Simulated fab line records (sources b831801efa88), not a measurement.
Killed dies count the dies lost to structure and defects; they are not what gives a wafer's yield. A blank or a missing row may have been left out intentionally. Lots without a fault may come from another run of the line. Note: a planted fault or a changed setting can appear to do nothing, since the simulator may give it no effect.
fab line records ; flow sky130
record lots=6; wafers=18; lastDay=50
route steps=708 shown SONOS_TUNNEL@166 SONOS_ONO@168
lots with no fault: from the same line, run without faults
startH: hours from the record's first day to the start of the lot's first wafer shown ; waitH: hours since the lot's step before ; " same as the row above ; L1.1+2: a single row standing in for several wafers ; - no value, or no start given ; * or withheld: withheld ; < > ~ a bound
route shown NAME@n: a module of which the file shows steps, and the number in the route of the first ; usual: mean/standard deviation taken from wafers without a fault ; same: alike in all rows ; chamber/n: place in a boat ; sites: the reading at each site ; _std_site: their standard deviation ; _edge_site: mean of outer sites minus mean of inner sites ; radiusMm: for every site, how far away it sits from the centre of the wafer ; mask NAME#n: copy n ; behind: the most recent tool/chamber to have shaped the wafer ; hold: what put the lot on hold/how long, in hours/how the hold closed ; device: whichever transistor did not switch (one of n, p or np) ; end of line: tests run on the same wafers once the route is complete ; a step given without rows: its recipe and nothing more ; killed: not the wafer's yield, but the dies lost to structure and defects at the first sort ; map: dies across one wafer; x = killed, . = not, _ = none there
set.NAME: the setting that was run; set.NAME@STEP: the one run at that earlier step ; model.NAME: the simulator's own value behind a step, which no gauge read
lots at some steps of the route; a table a step, a row a wafer
services: when a tool's chamber went out of use (startH, in hours from the record's first day, below 0 if earlier), for how many hours, and the reason
## steps
# step SKY_SONOS_TUNNEL_TW_MEAS_12
# usual SONOS_TUNNEL_TW=198.5/1.2
lot.wafer;tool;chamber;startH;waitH;SONOS_TUNNEL_TW
L539.4;filmMetro-03;-;309.51;0.0;195.5
L539.5;filmMetro-03;-;309.51;0.0;197.4
L539.6;filmMetro-03;-;309.51;0.0;196.6
L540.1;filmMetro-01;-;319.59;0.0;199.2
L540.3;filmMetro-01;-;319.59;0.0;199.7
L540.5;filmMetro-01;-;319.59;0.0;198.7
L544.1;filmMetro-02;-;351.91;0.0;198.3
L544.3;filmMetro-02;-;351.91;0.0;198.7
L544.5;filmMetro-02;-;351.91;0.0;198.1
L546.1;filmMetro-01;-;372.71;0.0;199.2
L546.2;filmMetro-01;-;372.71;0.0;200.4
L546.6;filmMetro-01;-;372.71;0.0;199.8
L548.1;filmMetro-02;-;393.74;0.0;199.5
L548.2;filmMetro-02;-;393.74;0.0;199.2
L548.3;filmMetro-02;-;393.74;0.0;199.8
L553.1;filmMetro-03;-;423.40;0.0;197.5
L553.4;filmMetro-03;-;423.40;0.0;198.1
L553.6;filmMetro-03;-;423.40;0.0;198.8
# step SKY_SONOS_TUNNEL_CLEAN_13
# recipe chemistry=dHF; timeS=20; dilution=100:1; dry=ipaMarangoni
# step SKY_SONOS_ONO_OXIDATION_00
# recipe tempC=800; ambient=O2; idleTempC=700; rampUpCPerMin=10; rampDownCPerMin=3; stabiliseS=600; purgeS=300; targetThkA=26; oxTimeS=1249
# step SKY_SONOS_ONO_THK_MEAS_01
# recipe reads=SiO2_of_SONOS_ONO_OXIDATION_00
# usual SONOS_ONO_OXIDATION_THK=2.60/0.051
lot.wafer;tool;chamber;startH;waitH;SONOS_ONO_OXIDATION_THK[nm]
L539.4;filmMetro-01;-;310.93;0.0;2.62
L539.5;filmMetro-01;-;310.93;0.0;2.66
L539.6;filmMetro-01;-;310.93;0.0;2.74
L540.1;filmMetro-03;-;321.54;0.0;2.52
L540.3;filmMetro-03;-;321.54;0.0;2.54
L540.5;filmMetro-03;-;321.54;0.0;2.62
L544.1;filmMetro-01;-;355.05;0.0;2.69
L544.3;filmMetro-01;-;355.05;0.0;2.58
L544.5;filmMetro-01;-;355.05;0.0;2.63
L546.1;filmMetro-03;-;376.47;0.0;2.56
L546.2;filmMetro-03;-;376.47;0.0;2.58
L546.6;filmMetro-03;-;376.47;0.0;2.57
L548.1;filmMetro-01;-;395.16;0.0;2.56
L548.2;filmMetro-01;-;395.16;0.0;2.56
L548.3;filmMetro-01;-;395.16;0.0;2.52
L553.1;filmMetro-01;-;425.23;0.0;2.60
L553.4;filmMetro-01;-;425.23;0.0;2.53
L553.6;filmMetro-01;-;425.23;0.0;2.50
# step SKY_SONOS_ONO_CVD_02
# recipe material=Si3N4; precursor=DCS/NH3; targetThkNm=10.5; tempC=770; timeS=180; pressureMtorr=250
# step SKY_SONOS_ONO_THK_MEAS_03
# recipe reads=Si3N4_of_SONOS_ONO_CVD_02
# usual SONOS_ONO_CVD_02_THK=10.47/0.11
lot.wafer;tool;chamber;startH;waitH;SONOS_ONO_CVD_02_THK[nm]
L539.4;filmMetro-03;-;312.97;0.0;10.28
L539.5;filmMetro-03;-;312.97;0.0;10.44
L539.6;filmMetro-03;-;312.97;0.0;10.32
L540.1;filmMetro-04;-;322.65;0.0;10.40
L540.3;filmMetro-04;-;322.65;0.0;10.24
L540.5;filmMetro-04;-;322.65;0.0;10.35
L544.1;filmMetro-03;-;356.60;0.0;10.30
L544.3;filmMetro-03;-;356.60;0.0;10.42
L544.5;filmMetro-03;-;356.60;0.0;10.37
L546.1;filmMetro-01;-;377.58;0.0;10.50
L546.2;filmMetro-01;-;377.58;0.0;10.57
L546.6;filmMetro-01;-;377.58;0.0;10.40
L548.1;filmMetro-01;-;396.94;0.0;10.43
L548.2;filmMetro-01;-;396.94;0.0;10.44
L548.3;filmMetro-01;-;396.94;0.0;10.29
L553.1;filmMetro-04;-;428.42;0.0;10.54
L553.4;filmMetro-04;-;428.42;0.0;10.45
L553.6;filmMetro-04;-;428.42;0.0;10.52
# step SKY_SONOS_ONO_CVD_04
# recipe material=SiO2; precursor=SiH4/N2O; targetThkNm=5.7199; tempC=900; pressureMtorr=400
# step SKY_SONOS_ONO_THK_MEAS_05
# recipe reads=SiO2_of_SONOS_ONO_CVD_04
# usual SONOS_ONO_CVD_04_THK=5.68/0.11
lot.wafer;tool;chamber;startH;waitH;SONOS_ONO_CVD_04_THK[nm]
L539.4;filmMetro-01;-;314.28;0.0;5.80
L539.5;filmMetro-01;-;314.28;0.0;5.88
L539.6;filmMetro-01;-;314.28;0.0;5.88
L540.1;filmMetro-04;-;323.96;0.0;5.79
L540.3;filmMetro-04;-;323.96;0.0;5.83
L540.5;filmMetro-04;-;323.96;0.0;5.68
L544.1;filmMetro-03;-;357.91;0.0;5.67
L544.3;filmMetro-03;-;357.91;0.0;5.59
L544.5;filmMetro-03;-;357.91;0.0;5.58
L546.1;filmMetro-03;-;378.89;0.0;5.47
L546.2;filmMetro-03;-;378.89;0.0;5.52
L546.6;filmMetro-03;-;378.89;0.0;5.59
L548.1;filmMetro-03;-;398.25;0.0;5.84
L548.2;filmMetro-03;-;398.25;0.0;5.75
L548.3;filmMetro-03;-;398.25;0.0;5.80
L553.1;filmMetro-01;-;429.73;0.0;5.70
L553.4;filmMetro-01;-;429.73;0.0;5.67
L553.6;filmMetro-01;-;429.73;0.0;5.60
# step SKY_SONOS_ONO_DEHYDRATE_06
# recipe tempC=200; timeS=60
# step SKY_SONOS_ONO_HMDS_07
# recipe primeTimeS=60; primeTempC=120
# step SKY_SONOS_ONO_COAT_08
# recipe resist=NOVOLAK; spinRpm=3000; resistThkNm=1140
# step SKY_SONOS_ONO_SOFTBAKE_09
# recipe tempC=90; timeS=60; resist=NOVOLAK
# step SKY_SONOS_ONO_EXPOSE_10
# recipe maskId=ONOM; targetCdNm=410; na=0.6; sourceShape=conventional; sigmaOuter=0.6; doseMj=150
# usual exposureDoseMJCm2=149.98/0.14; focusOffsetNm=0.0/0.5
lot.wafer;tool;chamber;startH;waitH;mask;exposureDoseMJCm2;focusOffsetNm
L539.4;ilineStepper-02;-;328.28;-;ONOM#0;-;-
L539.5;ilineStepper-02;-;328.28;-;ONOM#0;-;-
L539.6;ilineStepper-02;-;328.28;-;ONOM#0;-;-
L540.1;ilineStepper-02;-;336.87;-;ONOM#0;-;-
L540.3;ilineStepper-02;-;336.87;-;ONOM#0;-;-
L540.5;ilineStepper-02;-;336.87;-;ONOM#0;-;-
L544.1;ilineStepper-02;0;371.76;-;ONOM#0;149.90;-0.7
L544.3;ilineStepper-02;0;371.76;-;ONOM#0;149.92;-0.5
L544.5;ilineStepper-02;0;371.76;-;ONOM#0;150.21;-0.1
L546.1;ilineStepper-01;0;392.98;-;ONOM#0;149.92;0.2
L546.2;ilineStepper-01;0;392.98;-;ONOM#0;150.15;-0.4
L546.6;ilineStepper-01;0;392.98;-;ONOM#0;149.89;-0.6
L548.1;ilineStepper-01;0;413.47;-;ONOM#0;149.99;-0.2
L548.2;ilineStepper-01;0;413.47;-;ONOM#0;149.91;0.1
L548.3;ilineStepper-01;0;413.47;-;ONOM#0;149.92;-0.3
L553.1;ilineStepper-02;0;445.46;-;ONOM#0;150.04;-0.9
L553.4;ilineStepper-02;0;445.46;-;ONOM#0;149.77;-1.0
L553.6;ilineStepper-02;0;445.46;-;ONOM#0;149.83;-0.1
# step SKY_SONOS_ONO_PEB_11
# recipe tempC=withheld; timeS=*; resist=NOVOLAK
## services
tool;chamber;startH;hours;kind
ilineStepper-01;-;306.24;2.3;repair
ilineStepper-01;-;327.63;4.0;repair
ilineStepper-01;0;402.60;-;calibration
ilineStepper-02;-;413.28;4.4;pm
ilineStepper-01;-;434.55;2.1;pm
ilineStepper-01;-;436.63;-;consumableReplace:lamp
## key
firstSign step=SKY_SONOS_ONO_EXPOSE_10; reading=toolRecord; direction=missing
effect none on later readings
metAt SKY_SONOS_ONO_EXPOSE_10
struckWafers L539.4,L539.5,L539.6,L540.1,L540.3,L540.5
laterRowsLeftOut L539.4,L539.5,L539.6,L540.1,L540.3,L540.5
sortLeftOut L539.4,L539.5,L539.6,L540.1,L540.3,L540.5
testerLeftOut L539,L540
fault kind=skippedStepWhole; tool=ilineStepper-02; chamber=-; onsetH=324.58; steps=SKY_SONOS_ONO_EXPOSE_10; scope=struckLotsOnly
# testerLeftOut: of these lots the tester's yield and bins aren't shown, on N5 and GAA mostly nor the transistor test; their killed dies are dies lost to structure and defects alone, not to doping, threshold or leakage, so they don't give the yield
# sortLeftOut: the simulated sort isn't trusted on such a fault, so these wafers' sort isn't shown, and their yield isn't known
# laterRowsLeftOut: the simulator's readings of these wafers behind a module that went badly wrong aren't trusted and aren't shown, but for the sort
